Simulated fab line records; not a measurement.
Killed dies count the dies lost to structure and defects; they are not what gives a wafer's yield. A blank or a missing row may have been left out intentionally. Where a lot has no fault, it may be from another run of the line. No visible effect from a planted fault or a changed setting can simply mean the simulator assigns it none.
Which tool did it? / flow sky130 / 12 lots with 36 wafers sampled at 5 steps, on a route of 708 steps

WHAT EACH GAUGE READ, for each wafer
SKY_VT_ADJUST_LVTN_TW_MEAS_10.
lot=L606; measured=day 7 00:08; on=film metro-04; VT_ADJUST_LVTN_TW=243.4 242.7 243.2
lot=L607; measured=day 7 11:04; on=film metro-01; VT_ADJUST_LVTN_TW=242.6 244.7 244.2
lot=L609; measured=day 7 21:24; on=film metro-04; VT_ADJUST_LVTN_TW=243.0 243.2 244.0
lot=L611; measured=day 8 12:47; on=film metro-03; VT_ADJUST_LVTN_TW=240.1 239.4 239.2
lot=L612; measured=day 8 17:47; on=film metro-03; VT_ADJUST_LVTN_TW=238.1 238.4 238.7
lot=L613; measured=day 9 00:39; on=film metro-04; VT_ADJUST_LVTN_TW=242.9 245.0 245.1
lot=L614; measured=day 9 06:02; on=film metro-01; VT_ADJUST_LVTN_TW=242.4 243.1 241.5
lot=L615; measured=day 9 12:09; on=film metro-03; VT_ADJUST_LVTN_TW=239.9 240.0 239.6
lot=L621; measured=day 11 01:53; on=film metro-01; VT_ADJUST_LVTN_TW=240.3 240.9 241.5
lot=L625; measured=day 11 23:58; on=film metro-03; VT_ADJUST_LVTN_TW=238.6 238.8 238.8
lot=L628; measured=day 12 21:44; on=film metro-04; VT_ADJUST_LVTN_TW=243.2 241.9 242.6
lot=L629; measured=day 13 00:49; on=film metro-04; VT_ADJUST_LVTN_TW=243.3 244.3 243.4

SKY_VT_ADJUST_NCORE_CD_MEAS_07: the cd target is 380 nm.
lot=L606; measured=day 8 16:58; on=cd sem-02; cd nm (nm)=382.0 379.8 382.4
lot=L607; measured=day 9 03:54; on=cd sem-01; cd nm (nm)=378.5 379.4 378.8
lot=L609; measured=day 9 15:16; on=cd sem-01; cd nm (nm)=381.9 380.6 382.4
lot=L611; measured=day 10 08:06; on=cd sem-02; cd nm (nm)=378.0 380.7 380.2
lot=L612; measured=day 10 14:37; on=cd sem-01; cd nm (nm)=375.6 376.5 375.7
lot=L613; measured=day 10 19:34; on=cd sem-02; cd nm (nm)=378.0 375.9 379.1
lot=L614; measured=day 11 02:28; on=cd sem-01; cd nm (nm)=362.6 381.5 379.1
lot=L615; measured=day 11 09:20; on=cd sem-01; cd nm (nm)=364.9 381.7 380.7
lot=L621; measured=day 12 23:06; on=cd sem-01; cd nm (nm)=377.5 376.3 377.7
lot=L625; measured=day 13 23:59; on=cd sem-02; cd nm (nm)=381.0 379.3 382.0
lot=L628; measured=day 15 00:19; on=cd sem-01; cd nm (nm)=377.7 377.0 376.9
lot=L629; measured=day 15 04:35; on=cd sem-01; cd nm (nm)=380.2 375.7 377.0

SKY_VT_ADJUST_HVTR_TW_MEAS_11.
lot=L606; measured=day 9 14:44; on=film metro-02; VT_ADJUST_HVTR_TW=212.7 212.1 211.8
lot=L607; measured=day 10 03:08; on=film metro-01; VT_ADJUST_HVTR_TW=212.0 211.1 211.5
lot=L609; measured=day 10 14:55; on=film metro-01; VT_ADJUST_HVTR_TW=213.5 212.4 213.5
lot=L611; measured=day 11 06:43; on=film metro-03; VT_ADJUST_HVTR_TW=208.3 208.4 209.8
lot=L612; measured=day 11 13:26; on=film metro-01; VT_ADJUST_HVTR_TW=210.8 212.3 210.6
lot=L613; measured=day 11 18:10; on=film metro-02; VT_ADJUST_HVTR_TW=211.7 210.1 211.7
lot=L614; measured=day 12 01:12; on=film metro-02; VT_ADJUST_HVTR_TW=209.9 211.1 210.8
lot=L615; measured=day 12 08:35; on=film metro-01; VT_ADJUST_HVTR_TW=211.6 209.6 210.2
lot=L621; measured=day 14 00:53; on=film metro-01; VT_ADJUST_HVTR_TW=212.7 211.1 210.9
lot=L625; measured=day 15 02:40; on=film metro-03; VT_ADJUST_HVTR_TW=210.4 210.6 209.7
lot=L628; measured=day 16 05:11; on=film metro-03; VT_ADJUST_HVTR_TW=209.1 208.8 207.8
lot=L629; measured=day 16 08:58; on=film metro-03; VT_ADJUST_HVTR_TW=209.2 208.4 208.9

EACH LOT AND THE TOOL THAT RAN IT (in order: tool; ch and the chambers of the sampled wafers; start)
lot=L606; SKY_VT_ADJUST_LVTN_STRIP_09=plasma asher-03 ch 0, day 7 00:02; SKY_VT_ADJUST_NCORE_EXPOSE_04=iline stepper-01 ch 0, day 8 06:48
lot=L607; SKY_VT_ADJUST_LVTN_STRIP_09=plasma asher-01 ch 0, day 7 10:57; SKY_VT_ADJUST_NCORE_EXPOSE_04=iline stepper-02 ch 0, day 8 17:49
lot=L609; SKY_VT_ADJUST_LVTN_STRIP_09=plasma asher-01 ch 0,1, day 7 21:17; SKY_VT_ADJUST_NCORE_EXPOSE_04=iline stepper-01 ch 0, day 9 05:11
lot=L611; SKY_VT_ADJUST_LVTN_STRIP_09=plasma asher-01 ch 0,1, day 8 12:41; SKY_VT_ADJUST_NCORE_EXPOSE_04=iline stepper-02 ch 0, day 9 20:20
lot=L612; SKY_VT_ADJUST_LVTN_STRIP_09=plasma asher-04 ch 0,1, day 8 17:41; SKY_VT_ADJUST_NCORE_EXPOSE_04=iline stepper-01 ch 0, day 10 03:16
lot=L613; SKY_VT_ADJUST_LVTN_STRIP_09=plasma asher-04 ch 0,1, day 9 00:32; SKY_VT_ADJUST_NCORE_EXPOSE_04=iline stepper-02 ch 0, day 10 08:56
lot=L614; SKY_VT_ADJUST_LVTN_STRIP_09=plasma asher-04 ch 0,1, day 9 05:56; SKY_VT_ADJUST_NCORE_EXPOSE_04=iline stepper-02 ch 0, day 10 15:49
lot=L615; SKY_VT_ADJUST_LVTN_STRIP_09=plasma asher-01 ch 0,1, day 9 12:03; SKY_VT_ADJUST_NCORE_EXPOSE_04=iline stepper-02 ch 0, day 10 22:20
lot=L621; SKY_VT_ADJUST_LVTN_STRIP_09=plasma asher-01 ch 0,1, day 11 01:47; SKY_VT_ADJUST_NCORE_EXPOSE_04=iline stepper-01 ch 0, day 12 12:14
lot=L625; SKY_VT_ADJUST_LVTN_STRIP_09=plasma asher-03 ch 0,1, day 11 23:53; SKY_VT_ADJUST_NCORE_EXPOSE_04=iline stepper-01 ch 0, day 13 11:50
lot=L628; SKY_VT_ADJUST_LVTN_STRIP_09=plasma asher-04 ch 0,1, day 12 21:38; SKY_VT_ADJUST_NCORE_EXPOSE_04=iline stepper-01 ch 0, day 14 11:56
lot=L629; SKY_VT_ADJUST_LVTN_STRIP_09=plasma asher-01 ch 0,1, day 13 00:42; SKY_VT_ADJUST_NCORE_EXPOSE_04=iline stepper-01 ch 0, day 14 16:14
- SKY_VT_ADJUST_LVTN_STRIP_09: strips in O2/N2.
- SKY_VT_ADJUST_NCORE_EXPOSE_04: exposes mask LVTN COMPLEMENT THIN, target cd 380 nm.

WHAT THE TOOLS THEMSELVES READ (means of the sampled wafers that have a number; where no wafer has one, the mark that the record gives instead)
SKY_VT_ADJUST_LVTN_STRIP_09.
lot=L606; tool=plasma asher-03; drypump motor current A (A)=6.3; oes product au (a.u.)=0.722; strip time to endpoint s (s)=36.80
lot=L607; tool=plasma asher-01; drypump motor current A (A)=5.2; oes product au (a.u.)=0.724; strip time to endpoint s (s)=36.85
lot=L609; tool=plasma asher-01; drypump motor current A (A)=5.4; oes product au (a.u.)=0.722; strip time to endpoint s (s)=36.78
lot=L611; tool=plasma asher-01; drypump motor current A (A)=5.4; oes product au (a.u.)=0.722; strip time to endpoint s (s)=36.89
lot=L612; tool=plasma asher-04; drypump motor current A (A)=5.6; oes product au (a.u.)=0.724; strip time to endpoint s (s)=37.09
lot=L613; tool=plasma asher-04; drypump motor current A (A)=5.9; oes product au (a.u.)=0.721; strip time to endpoint s (s)=36.95
lot=L614; tool=plasma asher-04; drypump motor current A (A)=5.6; oes product au (a.u.)=0.721; strip time to endpoint s (s)=36.97
lot=L615; tool=plasma asher-01; drypump motor current A (A)=5.3; oes product au (a.u.)=0.723; strip time to endpoint s (s)=37.02
lot=L621; tool=plasma asher-01; drypump motor current A (A)=5.5; oes product au (a.u.)=0.719; strip time to endpoint s (s)=36.80
lot=L625; tool=plasma asher-03; drypump motor current A (A)=6.3; oes product au (a.u.)=0.717; strip time to endpoint s (s)=36.65
lot=L628; tool=plasma asher-04; drypump motor current A (A)=5.6; oes product au (a.u.)=0.723; strip time to endpoint s (s)=36.79
lot=L629; tool=plasma asher-01; drypump motor current A (A)=5.5; oes product au (a.u.)=0.724; strip time to endpoint s (s)=37.03

SKY_VT_ADJUST_NCORE_EXPOSE_04.
lot=L606; tool=iline stepper-01; focus offset nm (nm)=0.4
lot=L607; tool=iline stepper-02; focus offset nm (nm)=-0.6
lot=L609; tool=iline stepper-01; focus offset nm (nm)=0.1
lot=L611; tool=iline stepper-02; focus offset nm (nm)=0.3
lot=L612; tool=iline stepper-01; focus offset nm (nm)=-0.3
lot=L613; tool=iline stepper-02; focus offset nm (nm)=0.1
lot=L614; tool=iline stepper-02; focus offset nm (nm)=-0.0
lot=L615; tool=iline stepper-02; focus offset nm (nm)=0.6
lot=L621; tool=iline stepper-01; focus offset nm (nm)=0.1
lot=L625; tool=iline stepper-01; focus offset nm (nm)=0.1
lot=L628; tool=iline stepper-01; focus offset nm (nm)=-0.2
lot=L629; tool=iline stepper-01; focus offset nm (nm)=0.3

THE ANSWER, worked out from the rows above alone
Rule: what is usual is taken from the lots themselves. Put in order of their means at a reading, lots are off if they are a third of the lots or fewer, leave a main group of 4 or more, and stand apart from it by a gap of 3 or more times the standard deviation of the main group's means; of several such gaps the widest counts. A main group whose means are all the same, to the digits that the tables above print for the reading, isn't used. Also off: a lot with no number at a reading for which 4 or more lots have one. The other lots that the step has rows for count as sound. First the gauges in route order, then the tools' own readings, where a lot's mean is used as printed above. The first step at which some lot is off is used, and at that step the reading that is off furthest; a lot without a number counts as furthest.
No lot is off at any reading shown: from this, nothing can be told.

WHAT THE SIMULATOR HAD INSERTED
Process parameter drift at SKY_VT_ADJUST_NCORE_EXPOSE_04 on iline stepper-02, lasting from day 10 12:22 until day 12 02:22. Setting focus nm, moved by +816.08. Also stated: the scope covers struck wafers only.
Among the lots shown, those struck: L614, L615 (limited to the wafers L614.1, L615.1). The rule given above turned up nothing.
